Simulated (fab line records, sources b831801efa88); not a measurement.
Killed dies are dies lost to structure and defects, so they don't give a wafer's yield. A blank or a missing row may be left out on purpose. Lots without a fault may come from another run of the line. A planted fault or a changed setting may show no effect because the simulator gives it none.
Which tool did it? | flow gf180mcu | 24 lots, 72 wafers sampled, at 4 steps of a route of 602

WHAT THE GAUGES READ, wafer by wafer
GF_V1_THK_MEAS_25: measures by xrf.
lot  | measured     | on            | V1_W_THK (nm)
L074 | day 17 22:56 | film_metro-03 | 351 349 349
L075 | day 18 06:07 | film_metro-01 | 350 339 348
L076 | day 18 17:40 | film_metro-03 | 350 348 345
L077 | day 19 02:20 | film_metro-03 | 350 339 346
L078 | day 19 18:28 | film_metro-01 | 345 348 345
L079 | day 20 02:54 | film_metro-01 | 355 357 352
L080 | day 20 10:53 | film_metro-01 | 350 350 344
L081 | day 20 18:56 | film_metro-02 | 348 350 350
L082 | day 21 02:10 | film_metro-01 | 352 353 354
L083 | day 21 11:37 | film_metro-02 | 347 345 339
L084 | day 21 19:20 | film_metro-01 | 353 350 356
L085 | day 22 10:58 | film_metro-03 | 345 343 345
L086 | day 22 14:40 | film_metro-03 | 344 343 341
L087 | day 22 20:04 | film_metro-02 | 351 348 346
L088 | day 23 09:51 | film_metro-01 | 341 346 340
L090 | day 24 01:21 | film_metro-02 | 347 346 345
L089 | day 24 02:35 | film_metro-02 | 338 336 342
L091 | day 24 15:40 | film_metro-02 | 354 350 346
L092 | day 24 18:28 | film_metro-03 | 345 348 346
L093 | day 24 23:27 | film_metro-01 | 348 341 340
L094 | day 25 08:58 | film_metro-03 | 354 352 348
L095 | day 25 10:22 | film_metro-02 | 352 342 356
L096 | day 25 23:08 | film_metro-01 | 347 344 341
L097 | day 26 01:50 | film_metro-01 | 343 346 351

GF_M2_CD_MEAS_14: target cd 280 nm.
lot  | measured     | on        | cd_nm (nm)
L074 | day 18 23:32 | cd_sem-01 | 277.4 279.0 276.8
L075 | day 19 06:20 | cd_sem-02 | 280.8 281.4 281.3
L076 | day 19 17:40 | cd_sem-02 | 279.0 278.9 279.3
L077 | day 20 03:04 | cd_sem-01 | 279.6 278.4 278.3
L078 | day 20 19:14 | cd_sem-01 | 281.0 280.0 280.0
L079 | day 21 03:03 | cd_sem-01 | 278.3 278.8 278.3
L080 | day 21 10:49 | cd_sem-02 | 278.2 277.5 276.5
L081 | day 21 18:54 | cd_sem-02 | 281.4 281.5 280.1
L082 | day 22 02:49 | cd_sem-01 | 278.0 278.5 278.6
L083 | day 22 11:13 | cd_sem-01 | 278.9 280.4 279.9
L084 | day 22 19:26 | cd_sem-02 | 278.5 278.7 278.2
L085 | day 23 09:46 | cd_sem-01 | 280.1 280.1 280.1
L086 | day 23 13:58 | cd_sem-01 | 278.8 278.9 277.3
L087 | day 23 19:14 | cd_sem-02 | 279.4 279.9 280.5
L088 | day 24 09:04 | cd_sem-02 | 281.4 281.0 281.3
L090 | day 25 00:13 | cd_sem-01 | 277.4 278.0 278.1
L089 | day 25 01:29 | cd_sem-02 | 280.8 279.2 280.6
L091 | day 25 14:08 | cd_sem-02 | 281.0 281.7 281.5
L092 | day 25 16:32 | cd_sem-02 | 281.6 281.2 280.9
L093 | day 25 23:54 | cd_sem-01 | 279.6 280.7 279.0
L094 | day 26 06:59 | cd_sem-01 | 279.4 279.7 279.7
L095 | day 26 08:09 | cd_sem-02 | 280.6 279.8 282.1
L096 | day 26 20:20 | cd_sem-01 | 280.7 280.1 278.8
L097 | day 26 22:59 | cd_sem-01 | 278.1 277.7 278.4

GF_M5_CD_MEAS_07: target cd 280 nm.
lot  | measured     | on        | cd_nm (nm)
L074 | day 26 02:43 | cd_sem-01 | 279.7 280.1 281.0
L075 | day 26 06:13 | cd_sem-02 | 278.1 279.5 278.4
L076 | day 26 19:55 | cd_sem-01 | 278.5 278.5 277.8
L077 | day 27 02:19 | cd_sem-02 | 279.0 277.8 277.8
L078 | day 27 18:53 | cd_sem-01 | 281.5 282.2 280.4
L079 | day 27 22:32 | cd_sem-01 | 279.9 280.3 280.8
L080 | day 28 05:03 | cd_sem-01 | 280.5 279.5 280.3
L081 | day 28 15:03 | cd_sem-01 | 277.9 277.8 278.1
L082 | day 28 19:38 | cd_sem-02 | 277.7 277.6 277.7
L083 | day 28 23:56 | cd_sem-01 | 280.1 279.8 280.8
L084 | day 29 12:07 | cd_sem-02 | 281.5 281.0 282.6
L085 | day 29 20:22 | cd_sem-02 | 280.0 279.3 280.7
L086 | day 29 23:28 | cd_sem-02 | 283.0 282.2 284.3
L087 | day 30 06:01 | cd_sem-01 | 279.4 280.1 278.7
L088 | day 30 13:48 | cd_sem-01 | 279.8 279.2 279.9
L090 | day 31 18:17 | cd_sem-01 | 279.9 279.4 280.0
L089 | day 31 04:50 | cd_sem-02 | 280.4 280.7 281.9
L091 | day 31 16:08 | cd_sem-01 | 280.3 279.7 280.0
L092 | day 31 16:45 | cd_sem-02 | 279.8 277.9 278.3
L093 | day 31 22:39 | cd_sem-02 | 280.8 281.3 282.6
L094 | day 32 05:20 | cd_sem-02 | 278.3 279.4 278.9
L095 | day 32 05:59 | cd_sem-02 | 278.8 280.1 279.1
L096 | day 32 15:28 | cd_sem-02 | 278.8 280.3 278.3
L097 | day 32 17:47 | cd_sem-01 | 280.5 279.4 279.9

WHICH TOOL RAN EACH LOT (tool, then ch and the chambers of the sampled wafers, then the start)
lot  | GF_M2_STRIP_17
L074 | plasma_asher-03 ch 1, day 18 23:49
L075 | plasma_asher-01 ch 0,1, day 19 06:37
L076 | plasma_asher-03 ch 0, day 19 17:56
L077 | plasma_asher-02 ch 0,1, day 20 03:20
L078 | plasma_asher-03 ch 0,1, day 20 19:31
L079 | plasma_asher-02 ch 0,1, day 21 03:20
L080 | plasma_asher-01 ch 0,1, day 21 11:07
L081 | plasma_asher-01 ch 0,1, day 21 19:19
L082 | plasma_asher-02 ch 0,1, day 22 03:14
L083 | plasma_asher-03 ch 0,1, day 22 11:38
L084 | plasma_asher-03 ch 0,1, day 22 19:50
L085 | plasma_asher-03 ch 0,1, day 23 10:02
L086 | plasma_asher-01 ch 0,1, day 23 14:14
L087 | plasma_asher-03 ch 0,1, day 23 19:31
L088 | plasma_asher-01 ch 0,1, day 24 09:22
L090 | plasma_asher-01 ch 0,1, day 25 00:31
L089 | plasma_asher-03 ch 0, day 25 01:47
L091 | plasma_asher-02 ch 1, day 25 14:25
L092 | plasma_asher-03 ch 0,1, day 25 16:50
L093 | plasma_asher-02 ch 0,1, day 26 00:11
L094 | plasma_asher-03 ch 0,1, day 26 07:25
L095 | plasma_asher-03 ch 0,1, day 26 08:26
L096 | plasma_asher-02 ch 0,1, day 26 20:38
L097 | plasma_asher-01 ch 0,1, day 26 23:17
- GF_M2_STRIP_17: strips in O2/N2.

WHAT THE TOOLS THEMSELVES READ (means of the sampled wafers that have a number; where no wafer has one, the mark that the record gives instead)
GF_M2_STRIP_17.
lot  | tool            | drypump_motor_current_A (A) | heater_power_w (W) | n2_flow_sccm (sccm) | o2_flow_sccm (sccm) | oes_product_au (a.u.) | strip_time_to_endpoint_s (s)
L074 | plasma_asher-03 | 6.6                         | 302                | 300.7               | 2992                | 0.538                 | 7.44
L075 | plasma_asher-01 | 6.1                         | 294                | 299.8               | 3002                | 0.540                 | 7.48
L076 | plasma_asher-03 | 6.4                         | 288                | 299.6               | 2991                | 0.537                 | 7.48
L077 | plasma_asher-02 | 5.8                         | 342                | 299.5               | 3006                | 0.542                 | 7.45
L078 | plasma_asher-03 | 6.6                         | 293                | 299.5               | 3006                | 0.542                 | 7.46
L079 | plasma_asher-02 | 5.8                         | 344                | 299.8               | 2994                | 0.538                 | 7.39
L080 | plasma_asher-01 | 6.1                         | 296                | 299.8               | 2998                | 0.537                 | 7.35
L081 | plasma_asher-01 | 6.1                         | 292                | 299.8               | 2999                | 0.539                 | 7.43
L082 | plasma_asher-02 | 5.8                         | 339                | 299.6               | 2996                | 0.538                 | 7.42
L083 | plasma_asher-03 | 6.6                         | 293                | 300.4               | 2995                | 0.538                 | 7.40
L084 | plasma_asher-03 | 6.5                         | 292                | 299.9               | 2997                | 0.541                 | 7.53
L085 | plasma_asher-03 | 6.5                         | 290                | 299.6               | 2993                | 0.540                 | 7.51
L086 | plasma_asher-01 | 6.1                         | 317                | 300.0               | 3004                | 0.548                 | 7.51
L087 | plasma_asher-03 | 6.5                         | 293                | 299.9               | 3008                | 0.537                 | 7.42
L088 | plasma_asher-01 | 6.1                         | 318                | 299.6               | 3001                | 0.536                 | 7.39
L090 | plasma_asher-01 | 6.1                         | 293                | 299.9               | 2996                | 0.537                 | 7.42
L089 | plasma_asher-03 | 6.4                         | 290                | 299.6               | 3011                | 0.538                 | 7.41
L091 | plasma_asher-02 | 5.3                         | 360                | 300.9               | 3006                | 0.539                 | 7.32
L092 | plasma_asher-03 | 6.5                         | 300                | 300.2               | 3002                | 0.547                 | 7.53
L093 | plasma_asher-02 | 5.6                         | 353                | 299.4               | 2998                | 0.534                 | 7.41
L094 | plasma_asher-03 | 6.5                         | 298                | 299.1               | 3002                | 0.535                 | 7.39
L095 | plasma_asher-03 | 6.5                         | 293                | 300.3               | 3010                | 0.534                 | 7.34
L096 | plasma_asher-02 | 5.6                         | 351                | 300.4               | 2995                | 0.546                 | 7.49
L097 | plasma_asher-01 | 6.1                         | 312                | 300.6               | 3006                | 0.533                 | 7.35

THE ANSWER, worked out from the rows above alone
Rule: what is usual is taken from the lots themselves. Put in order of their means at a reading, lots are off if they are a third of the lots or fewer, leave a main group of 4 or more, and stand apart from it by a gap of 3 or more times the standard deviation of the main group's means; of several such gaps the widest counts. A main group whose means are all the same, to the digits that the tables above print for the reading, isn't used. A lot without any number at a reading at which 4 lots or more have one is off too. The other lots that the step has rows for count as sound. The gauges are gone through in route order, then the tools' own readings, and for those a lot's mean is taken as printed above. The first step at which some lot is off is used, and at that step the reading that is off furthest; a lot without a number counts as furthest.
No lot is off at any reading shown: from this, nothing can be told.

WHAT THE SIMULATOR HAD PUT IN
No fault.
